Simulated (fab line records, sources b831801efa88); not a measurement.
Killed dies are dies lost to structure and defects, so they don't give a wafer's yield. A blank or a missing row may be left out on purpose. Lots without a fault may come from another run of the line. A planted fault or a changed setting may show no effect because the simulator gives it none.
fab line records | flow gf180mcu | part 1 of 2: steps 1 to 26 of 35
record lots=5 wafers=15 last_day=33
route steps=602 shown MVPSD@83 VT_IMPLANT@90
lots that met no fault: from a run of the same line without faults
start_h: hours from the record's first day to the start of the lot's first wafer shown | wait_h: hours since the lot's step before | " the same as in the row above | L1.1+2: a row that stands for several wafers | - no value, or no start given | * or withheld: withheld | < > ~ a bound
route shown NAME@n: a module of which the file shows steps, and the number in the route of the first | usual: mean/standard deviation of fault-free wafers | same: alike in all rows | chamber/n: place in a boat | sites: the reading at each site | _std_site: their standard deviation | _edge_site: outer sites' mean less inner sites' | radius_mm: how far each site lies from the wafer's centre | mask NAME#n: copy n | behind: the tool/chamber that last shaped the wafer | hold: why the lot was held/for how many hours/how that ended | device: the transistor (n, p or np) that didn't switch | end of line: the same wafers' tests at the end of the route | a step without rows: its recipe alone | killed: dies lost to structure and defects at the first sort, not the wafer's yield | map: a wafer's dies, x killed, . not, _ none there
set.NAME: the setting as run; set.NAME@STEP: as run at that earlier step | model.NAME: the simulator's own value behind a step, which no gauge read
lots at some steps of the route; a table a step, a row a wafer
services: from which hour (start_h, from the record's first day; less than 0 if before it) a tool's chamber was out of use, for how many hours, and why
## steps
# step GF_MVPSD_PEB_05
# recipe temp_c=115 time_s=withheld
# usual resist_line_temp_C=23.01/0.12
# columns lot.wafer tool chamber start_h wait_h resist_line_temp_C
L074.1 litho_track-03 0 - - 22.97
L074.2 " 0 " " 23.18
L074.6 " 0 " " 22.98
L078.1 litho_track-03 0 - - 22.91
L078.2 " 0 " " 22.82
L078.5 " 0 " " 22.85
L080.4 litho_track-01 0 - - 22.97
L080.5 " 0 " " 22.88
L080.6 " 0 " " 22.79
L092.1 litho_track-03 0 - - 22.72
L092.3 " 0 " " 22.88
L092.4 " 0 " " 22.92
L093.2 litho_track-04 0 - - 22.86
L093.4 " 0 " " 22.93
L093.5 " 0 " " 22.94
# step GF_MVPSD_DEVELOP_06
# recipe wall_angle_deg=90 develop_time_s=60 dev_temp_c=23
# usual resist_line_temp_C=23.02/0.11
# columns lot.wafer tool chamber start_h wait_h resist_line_temp_C
L074.1 litho_track-03 0 - - 22.77
L074.2 " 0 " " 23.03
L074.6 " 0 " " 23.04
L078.1 litho_track-03 0 - - 23.32
L078.2 " 0 " " 23.08
L078.5 " 0 " " 23.18
L080.4 litho_track-01 0 - - 23.15
L080.5 " 0 " " 22.90
L080.6 " 0 " " 23.05
L092.1 litho_track-03 0 - - 22.87
L092.3 " 0 " " 22.98
L092.4 " 0 " " 23.16
L093.2 litho_track-04 0 - - 23.08
L093.4 " 0 " " 23.02
L093.5 " 0 " " 23.20
# step GF_MVPSD_OVL_MEAS_07
# usual MVPSD_OVL=0.7/1.5
# columns lot.wafer tool chamber start_h wait_h MVPSD_OVL[nm]
L074.1 overlay-02 - 99.71 - 0.3
L074.2 " - " " -1.0
L074.6 " - " " -1.4
L078.1 overlay-02 - 120.61 - -0.2
L078.2 " - " " 0.1
L078.5 " - " " -0.9
L080.4 overlay-01 - 133.05 - -2.0
L080.5 " - " " -1.5
L080.6 " - " " -3.0
L092.1 overlay-02 - 203.06 - -0.6
L092.3 " - " " -0.1
L092.4 " - " " -1.0
L093.2 overlay-02 - 209.75 - 1.1
L093.4 " - " " 0.0
L093.5 " - " " -0.1
# step GF_MVPSD_IMPLANT_08
# recipe species=B energy_kev=170 dose_cm2=1.465e+13 tilt_deg=0
# columns lot.wafer tool chamber start_h wait_h
L074.1+2+6 implanter-02 0 99.74 0.0
L078.1+2+5 implanter-02 0 120.64 0.0
L080.4+5+6 implanter-02 0 133.14 0.1
L092.1+3+4 implanter-04 0 203.09 0.0
L093.2+4+5 implanter-01 0 209.80 0.0
# step GF_MVPSD_IMPLANT_09
# recipe species=B energy_kev=40 dose_cm2=5e+12 tilt_deg=0
# columns lot.wafer tool chamber start_h wait_h
L074.1+2+6 implanter-02 0 99.89 0.1
L078.1+2+5 implanter-02 0 120.79 0.1
L080.4+5+6 implanter-02 0 133.29 0.1
L092.1+3+4 implanter-04 0 203.24 0.1
L093.2+4+5 implanter-01 0 209.95 0.1
# step GF_MVPSD_STRIP_10
# recipe chemistry=O2/N2 power_w=1400 pressure_mtorr=1500 platen_temp_c=250 o2_flow_sccm=3000 n2_flow_sccm=300 overash_fraction=0.5
# usual drypump_motor_current_A=5.7/0.7 heater_power_w=331/36 o2_flow_sccm=2998/8.1 oes_product_au=0.723/0.0046 strip_time_to_endpoint_s=36.91/0.098
# columns lot.wafer tool chamber start_h wait_h drypump_motor_current_A heater_power_w o2_flow_sccm oes_product_au rf_hours_counter_h strip_time_to_endpoint_s
L074.1 plasma_asher-01 1 100.04 0.1 5.3 391 2990 0.726 47 37.14
L074.2 " 0 " " 5.3 322 2996 0.722 47 37.00
L074.6 " 0 " " 5.3 319 2987 0.722 - 36.94
L078.1 plasma_asher-02 0 120.94 0.1 4.9 318 3014 0.726 0 36.77
L078.2 " 1 " " 6.8 282 3003 0.720 0 36.83
L078.5 " 0 " " 4.9 314 3008 0.719 - 36.77
L080.4 plasma_asher-01 0 133.40 0.1 5.3 327 2992 0.722 - 36.86
L080.5 " 1 " " 5.3 386 3006 0.733 - 36.82
L080.6 " 0 " " 5.3 332 3014 0.719 - 36.92
L092.1 plasma_asher-02 1 203.39 0.1 6.8 289 3009 0.725 9 37.17
L092.3 " 0 " " 4.9 306 2993 0.718 - 37.12
L092.4 " 1 " " 6.8 280 3010 0.723 - 37.05
L093.2 plasma_asher-01 1 210.08 0.1 5.4 388 2995 0.714 59 36.82
L093.4 " 1 " " 5.4 393 2985 0.723 - 36.78
L093.5 " 0 " " 5.3 328 3000 0.725 - 36.76
# step GF_MVPSD_TW_MEAS_11
# usual MVPSD_TW=551/4.5
# columns lot.wafer tool chamber start_h wait_h MVPSD_TW
L074.1 film_metro-02 - 100.14 0.1 552
L074.2 " - " " 551
L074.6 " - " " 551
L078.1 film_metro-01 - 121.04 0.1 548
L078.2 " - " " 547
L078.5 " - " " 546
L080.4 film_metro-03 - 133.49 0.1 560
L080.5 " - " " 558
L080.6 " - " " 561
L092.1 film_metro-01 - 203.49 0.1 543
L092.3 " - " " 544
L092.4 " - " " 542
L093.2 film_metro-03 - 210.19 0.1 555
L093.4 " - " " 560
L093.5 " - " " 555
# step GF_VT_IMPLANT_DEHYDRATE_00
# recipe temp_c=200 time_s=60
# usual resist_line_temp_C=22.99/0.11
# columns lot.wafer tool chamber start_h wait_h resist_line_temp_C
L074.1 litho_track-02 0 106.24 6.1 23.02
L074.2 " 0 " " 23.09
L074.6 " 0 " " 22.97
L078.1 litho_track-02 0 128.04 7.0 22.90
L078.2 " 0 " " 22.96
L078.5 " 0 " " 23.06
L080.4 litho_track-01 0 140.50 7.0 23.07
L080.5 " 0 " " 23.03
L080.6 " 0 " " 22.95
L092.1 litho_track-02 0 211.89 8.4 22.99
L092.3 " 0 " " 23.17
L092.4 " 0 " " 22.96
L093.2 litho_track-04 0 218.52 8.3 22.96
L093.4 " 0 " " 22.92
L093.5 " 0 " " 22.87
# step GF_VT_IMPLANT_HMDS_01
# recipe prime_time_s=60 prime_temp_c=120
# usual resist_line_temp_C=23.01/0.091
# columns lot.wafer tool chamber start_h wait_h resist_line_temp_C
L074.1 litho_track-02 0 106.39 0.1 23.02
L074.2 " 0 " " 22.90
L074.6 " 0 " " 22.83
L078.1 litho_track-02 0 128.19 0.1 23.07
L078.2 " 0 " " 22.88
L078.5 " 0 " " 22.99
L080.4 litho_track-01 0 140.65 0.1 23.09
L080.5 " 0 " " 22.91
L080.6 " 0 " " 22.98
L092.1 litho_track-02 0 212.04 0.1 23.00
L092.3 " 0 " " 22.97
L092.4 " 0 " " 23.16
L093.2 litho_track-04 0 218.67 0.1 23.02
L093.4 " 0 " " 22.99
L093.5 " 0 " " 22.91
# step GF_VT_IMPLANT_COAT_02
# recipe resist=NOVOLAK spin_rpm=3000 resist_thk_nm=1000
# usual resist_line_temp_C=22.98/0.11
# columns lot.wafer tool chamber start_h wait_h resist_line_temp_C
L074.1 litho_track-02 0 106.54 0.1 23.01
L074.2 " 0 " " 22.82
L074.6 " 0 " " 22.86
L078.1 litho_track-02 0 128.34 0.1 23.11
L078.2 " 0 " " 22.96
L078.5 " 0 " " 23.01
L080.4 litho_track-01 0 140.80 0.1 23.04
L080.5 " 0 " " 23.03
L080.6 " 0 " " 22.95
L092.1 litho_track-02 0 212.19 0.1 23.10
L092.3 " 0 " " 23.23
L092.4 " 0 " " 23.18
L093.2 litho_track-04 0 218.82 0.1 23.00
L093.4 " 0 " " 22.93
L093.5 " 0 " " 23.04
# step GF_VT_IMPLANT_SOFTBAKE_03
# recipe temp_c=90 time_s=60 resist=NOVOLAK
# usual resist_line_temp_C=23.00/0.1
# columns lot.wafer tool chamber start_h wait_h resist_line_temp_C
L074.1 litho_track-02 0 106.69 0.1 22.86
L074.2 " 0 " " 22.97
L074.6 " 0 " " 22.97
L078.1 litho_track-02 0 128.49 0.1 23.11
L078.2 " 0 " " 23.05
L078.5 " 0 " " 23.07
L080.4 litho_track-01 0 140.95 0.1 22.80
L080.5 " 0 " " 23.00
L080.6 " 0 " " 22.90
L092.1 litho_track-02 0 212.34 0.1 23.16
L092.3 " 0 " " 23.05
L092.4 " 0 " " 23.01
L093.2 litho_track-04 0 218.97 0.1 22.92
L093.4 " 0 " " 22.93
L093.5 " 0 " " 22.95
# step GF_VT_IMPLANT_EXPOSE_04
# recipe mask_id=LVPWELL_LV_AREA target_cd_nm=600 na=0.6 source_shape=conventional sigma_outer=0.6 dose_mj=140
# usual exposure_dose_mJ_cm2=140.03/0.13
# columns lot.wafer tool chamber start_h wait_h mask exposure_dose_mJ_cm2
L074.1 iline_stepper-01 0 - - LVPWELL_LV_AREA#0 140.14
L074.2 " 0 " " LVPWELL_LV_AREA#0 139.90
L074.6 " 0 " " LVPWELL_LV_AREA#0 139.90
L078.1 iline_stepper-02 0 - - LVPWELL_LV_AREA#0 139.83
L078.2 " 0 " " LVPWELL_LV_AREA#0 139.76
L078.5 " 0 " " LVPWELL_LV_AREA#0 139.98
L080.4 iline_stepper-02 0 - - LVPWELL_LV_AREA#0 140.01
L080.5 " 0 " " LVPWELL_LV_AREA#0 140.01
L080.6 " 0 " " LVPWELL_LV_AREA#0 139.87
L092.1 iline_stepper-01 0 - - LVPWELL_LV_AREA#0 140.12
L092.3 " 0 " " LVPWELL_LV_AREA#0 139.81
L092.4 " 0 " " LVPWELL_LV_AREA#0 140.00
L093.2 iline_stepper-02 0 - - LVPWELL_LV_AREA#0 139.75
L093.4 " 0 " " LVPWELL_LV_AREA#0 140.08
L093.5 " 0 " " LVPWELL_LV_AREA#0 139.82
# step GF_VT_IMPLANT_PEB_05
# recipe temp_c=withheld time_s=* resist=NOVOLAK
# usual resist_line_temp_C=*
# columns lot.wafer tool chamber start_h wait_h resist_line_temp_C
L074.1 litho_track-02 0 - - *
L074.2 " 0 " " *
L074.6 " 0 " " *
L078.1 litho_track-02 0 - - *
L078.2 " 0 " " *
L078.5 " 0 " " *
L080.4 litho_track-04 0 - - *
L080.5 " 0 " " *
L080.6 " 0 " " *
L092.1 litho_track-04 0 - - *
L092.3 " 0 " " *
L092.4 " 0 " " *
L093.2 litho_track-02 0 - - *
L093.4 " 0 " " *
L093.5 " 0 " " *
# step GF_VT_IMPLANT_DEVELOP_06
# recipe develop_time_s=60 dev_temp_c=23
# usual resist_line_temp_C=23.02/0.11
# columns lot.wafer tool chamber start_h wait_h resist_line_temp_C
L074.1 litho_track-02 0 114.09 0.1 22.97
L074.2 " 0 " " 23.09
L074.6 " 0 " " 22.96
L078.1 litho_track-02 0 135.89 0.1 23.09
L078.2 " 0 " " 23.26
L078.5 " 0 " " 23.07
L080.4 litho_track-04 0 148.57 0.1 23.13
L080.5 " 0 " " 22.98
L080.6 " 0 " " 23.05
L092.1 litho_track-04 0 220.79 0.1 23.16
L092.3 " 0 " " 23.06
L092.4 " 0 " " 23.03
L093.2 litho_track-02 0 227.36 0.1 23.01
L093.4 " 0 " " 23.06
L093.5 " 0 " " 23.16
# step GF_VT_IMPLANT_OVL_MEAS_07
# usual VT_IMPLANT_OVL=0.4/1.3
# columns lot.wafer tool chamber start_h wait_h VT_IMPLANT_OVL[nm]
L074.1 overlay-02 - 114.24 0.1 0.4
L074.2 " - " " 0.9
L074.6 " - " " 1.4
L078.1 overlay-01 - 136.04 0.1 1.9
L078.2 " - " " 3.2
L078.5 " - " " 2.3
L080.4 overlay-02 - 148.66 0.1 2.2
L080.5 " - " " 2.5
L080.6 " - " " 2.0
L092.1 overlay-01 - 220.94 0.1 0.6
L092.3 " - " " 0.6
L092.4 " - " " 1.2
L093.2 overlay-01 - 227.49 0.1 -0.3
L093.4 " - " " -0.6
L093.5 " - " " 0.3
# step GF_VT_IMPLANT_IMPLANT_08
# recipe species=BF2 energy_kev=20 dose_cm2=8.29e+12 tilt_deg=7
# columns lot.wafer tool chamber start_h wait_h
L074.1+2+6 implanter-02 0 114.27 0.0
L078.1+2+5 implanter-04 0 136.07 0.0
L080.4+5+6 implanter-02 0 148.75 0.1
L092.1+3+4 implanter-02 0 220.98 0.0
L093.2+4+5 implanter-03 0 227.55 0.0
# step GF_VT_IMPLANT_STRIP_09
# recipe chemistry=O2/N2 power_w=1400 pressure_mtorr=1500 platen_temp_c=250 o2_flow_sccm=3000 n2_flow_sccm=300 overash_fraction=0.5
# usual drypump_motor_current_A=5.5/0.49 heater_power_w=351/23 o2_flow_sccm=3000/8.3 oes_product_au=0.716/0.0048 strip_time_to_endpoint_s=12.62/0.038
# columns lot.wafer tool chamber start_h wait_h drypump_motor_current_A heater_power_w o2_flow_sccm oes_product_au rf_hours_counter_h strip_time_to_endpoint_s
L074.1 plasma_asher-04 0 114.42 0.1 5.8 337 3007 0.718 31 12.63
L074.2 " 1 " " 6.6 349 3000 0.714 31 12.65
L074.6 " 0 " " 5.8 331 2988 0.718 - 12.62
L078.1 plasma_asher-04 0 136.22 0.1 5.8 332 2991 0.720 33 12.58
L078.2 " 1 " " 6.6 354 2995 0.709 33 12.63
L078.5 " 1 " " 6.6 354 2987 0.710 - 12.61
L080.4 plasma_asher-03 0 148.86 0.1 5.2 330 3022 0.719 - 12.57
L080.5 " 0 " " 5.2 321 3012 0.716 - 12.60
L080.6 " 1 " " 5.2 374 3000 0.725 - 12.60
L092.1 plasma_asher-04 0 221.13 0.1 5.8 317 2998 0.710 42 12.61
L092.3 " 1 " " 6.6 353 2996 0.725 - 12.59
L092.4 " 0 " " 5.8 330 3010 0.713 - 12.60
L093.2 plasma_asher-04 1 227.67 0.1 6.6 344 2995 0.708 43 12.59
L093.4 " 0 " " 5.7 330 3014 0.719 - 12.57
L093.5 " 0 " " 5.8 332 2990 0.719 - 12.59
# step GF_VT_IMPLANT_TW_MEAS_10
# usual VT_IMPLANT_TW=560/7.2
# columns lot.wafer tool chamber start_h wait_h VT_IMPLANT_TW
L074.1 film_metro-03 - 114.52 0.1 569
L074.2 " - " " 571
L074.6 " - " " 573
L078.1 film_metro-04 - 136.32 0.1 556
L078.2 " - " " 552
L078.5 " - " " 552
L080.4 film_metro-02 - 148.96 0.1 564
L080.5 " - " " 563
L080.6 " - " " 565
L092.1 film_metro-03 - 221.23 0.1 564
L092.3 " - " " 569
L092.4 " - " " 565
L093.2 film_metro-03 - 227.78 0.1 565
L093.4 " - " " 566
L093.5 " - " " 571
# step GF_VT_IMPLANT_DEHYDRATE_11
# recipe temp_c=200 time_s=60
# usual resist_line_temp_C=22.99/0.1
# columns lot.wafer tool chamber start_h wait_h resist_line_temp_C
L074.1 litho_track-02 0 120.84 6.3 23.10
L074.2 " 0 " " 23.20
L074.6 " 0 " " 23.03
L078.1 litho_track-02 0 143.89 7.6 23.16
L078.2 " 0 " " 23.08
L078.5 " 0 " " 22.96
L080.4 litho_track-02 0 156.11 7.1 22.94
L080.5 " 0 " " 22.99
L080.6 " 0 " " 23.19
L092.1 litho_track-04 0 229.69 8.5 23.16
L092.3 " 0 " " 23.08
L092.4 " 0 " " 23.07
L093.2 litho_track-02 0 235.96 8.2 23.08
L093.4 " 0 " " 23.06
L093.5 " 0 " " 23.04
# step GF_VT_IMPLANT_HMDS_12
# recipe prime_time_s=60 prime_temp_c=120
# usual resist_line_temp_C=22.99/0.11
# columns lot.wafer tool chamber start_h wait_h resist_line_temp_C
L074.1 litho_track-02 0 120.99 0.1 23.30
L074.2 " 0 " " 22.81
L074.6 " 0 " " 23.04
L078.1 litho_track-02 0 144.04 0.1 22.97
L078.2 " 0 " " 22.92
L078.5 " 0 " " 22.86
L080.4 litho_track-02 0 156.26 0.1 22.90
L080.5 " 0 " " 23.03
L080.6 " 0 " " 23.10
L092.1 litho_track-04 0 229.84 0.1 22.82
L092.3 " 0 " " 22.96
L092.4 " 0 " " 22.82
L093.2 litho_track-02 0 236.11 0.1 22.91
L093.4 " 0 " " 22.95
L093.5 " 0 " " 22.89
# step GF_VT_IMPLANT_COAT_13
# recipe resist=NOVOLAK spin_rpm=3000 resist_thk_nm=1000
# usual resist_line_temp_C=22.99/0.1
# columns lot.wafer tool chamber start_h wait_h resist_line_temp_C
L074.1 litho_track-02 0 121.14 0.1 23.25
L074.2 " 0 " " 23.09
L074.6 " 0 " " 23.05
L078.1 litho_track-02 0 144.19 0.1 22.89
L078.2 " 0 " " 22.95
L078.5 " 0 " " 23.03
L080.4 litho_track-02 0 156.41 0.1 22.87
L080.5 " 0 " " 22.99
L080.6 " 0 " " 22.93
L092.1 litho_track-04 0 229.99 0.1 23.01
L092.3 " 0 " " 23.09
L092.4 " 0 " " 23.01
L093.2 litho_track-02 0 236.26 0.1 22.98
L093.4 " 0 " " 22.89
L093.5 " 0 " " 22.88
# step GF_VT_IMPLANT_SOFTBAKE_14
# recipe temp_c=90 time_s=60 resist=NOVOLAK
# usual resist_line_temp_C=22.98/0.096
# columns lot.wafer tool chamber start_h wait_h resist_line_temp_C
L074.1 litho_track-02 0 121.29 0.1 23.02
L074.2 " 0 " " 23.00
L074.6 " 0 " " 22.85
L078.1 litho_track-02 0 144.34 0.1 22.91
L078.2 " 0 " " 23.11
L078.5 " 0 " " 23.11
L080.4 litho_track-02 0 156.56 0.1 22.83
L080.5 " 0 " " 22.92
L080.6 " 0 " " 22.91
L092.1 litho_track-04 0 230.14 0.1 22.99
L092.3 " 0 " " 22.98
L092.4 " 0 " " 23.01
L093.2 litho_track-02 0 236.41 0.1 22.95
L093.4 " 0 " " 22.96
L093.5 " 0 " " 22.87
# step GF_VT_IMPLANT_EXPOSE_15
# recipe mask_id=Nwell_LV_AREA target_cd_nm=860 na=0.6 source_shape=conventional sigma_outer=0.6 dose_mj=140
# usual exposure_dose_mJ_cm2=139.98/0.15
# columns lot.wafer tool chamber start_h wait_h mask exposure_dose_mJ_cm2
L074.1 iline_stepper-02 0 - - Nwell_LV_AREA#0 139.84
L074.2 " 0 " " Nwell_LV_AREA#0 140.04
L074.6 " 0 " " Nwell_LV_AREA#0 139.95
L078.1 iline_stepper-01 0 - - Nwell_LV_AREA#0 140.19
L078.2 " 0 " " Nwell_LV_AREA#0 139.91
L078.5 " 0 " " Nwell_LV_AREA#0 140.02
L080.4 iline_stepper-01 0 - - Nwell_LV_AREA#0 140.03
L080.5 " 0 " " Nwell_LV_AREA#0 140.18
L080.6 " 0 " " Nwell_LV_AREA#0 140.13
L092.1 iline_stepper-02 0 - - Nwell_LV_AREA#0 139.73
L092.3 " 0 " " Nwell_LV_AREA#0 139.81
L092.4 " 0 " " Nwell_LV_AREA#0 140.02
L093.2 iline_stepper-01 0 - - Nwell_LV_AREA#0 139.94
L093.4 " 0 " " Nwell_LV_AREA#0 139.87
L093.5 " 0 " " Nwell_LV_AREA#0 139.87
# step GF_VT_IMPLANT_PEB_16
# recipe temp_c=withheld time_s=* resist=NOVOLAK
# usual resist_line_temp_C=*
# columns lot.wafer tool chamber start_h wait_h resist_line_temp_C
L074.1 litho_track-01 0 - - *
L074.2 " 0 " " *
L074.6 " 0 " " *
L078.1 litho_track-04 0 - - *
L078.2 " 0 " " *
L078.5 " 0 " " *
L080.4 litho_track-01 0 - - *
L080.5 " 0 " " *
L080.6 " 0 " " *
L092.1 litho_track-01 0 - - *
L092.3 " 0 " " *
L092.4 " 0 " " *
L093.2 litho_track-02 0 - - *
L093.4 " 0 " " *
L093.5 " 0 " " *
# step GF_VT_IMPLANT_DEVELOP_17
# recipe develop_time_s=60 dev_temp_c=23
# usual resist_line_temp_C=23.00/0.099
# columns lot.wafer tool chamber start_h wait_h resist_line_temp_C
L074.1 litho_track-01 0 128.73 0.1 22.98
L074.2 " 0 " " 22.89
L074.6 " 0 " " 22.92
L078.1 litho_track-04 0 151.89 0.1 22.84
L078.2 " 0 " " 22.97
L078.5 " 0 " " 22.91
L080.4 litho_track-01 0 164.40 0.1 23.14
L080.5 " 0 " " 23.15
L080.6 " 0 " " 22.98
L092.1 litho_track-01 0 239.28 0.1 22.95
L092.3 " 0 " " 22.99
L092.4 " 0 " " 23.12
L093.2 litho_track-02 0 245.16 0.1 22.95
L093.4 " 0 " " 22.93
L093.5 " 0 " " 22.91
# step GF_VT_IMPLANT_OVL_MEAS_18
# usual VT_IMPLANT_01_OVL=0.9/1.4
# columns lot.wafer tool chamber start_h wait_h VT_IMPLANT_01_OVL[nm]
L074.1 overlay-02 - 128.88 0.1 2.2
L074.2 " - " " 1.7
L074.6 " - " " 2.5
L078.1 overlay-01 - 152.04 0.1 0.6
L078.2 " - " " 0.1
L078.5 " - " " 0.6
L080.4 overlay-02 - 164.49 0.1 1.0
L080.5 " - " " 0.7
L080.6 " - " " 1.1
L092.1 overlay-01 - 239.43 0.1 0.4
L092.3 " - " " -0.1
L092.4 " - " " 0.9
L093.2 overlay-01 - 245.29 0.1 2.0
L093.4 " - " " 0.6
L093.5 " - " " 0.9
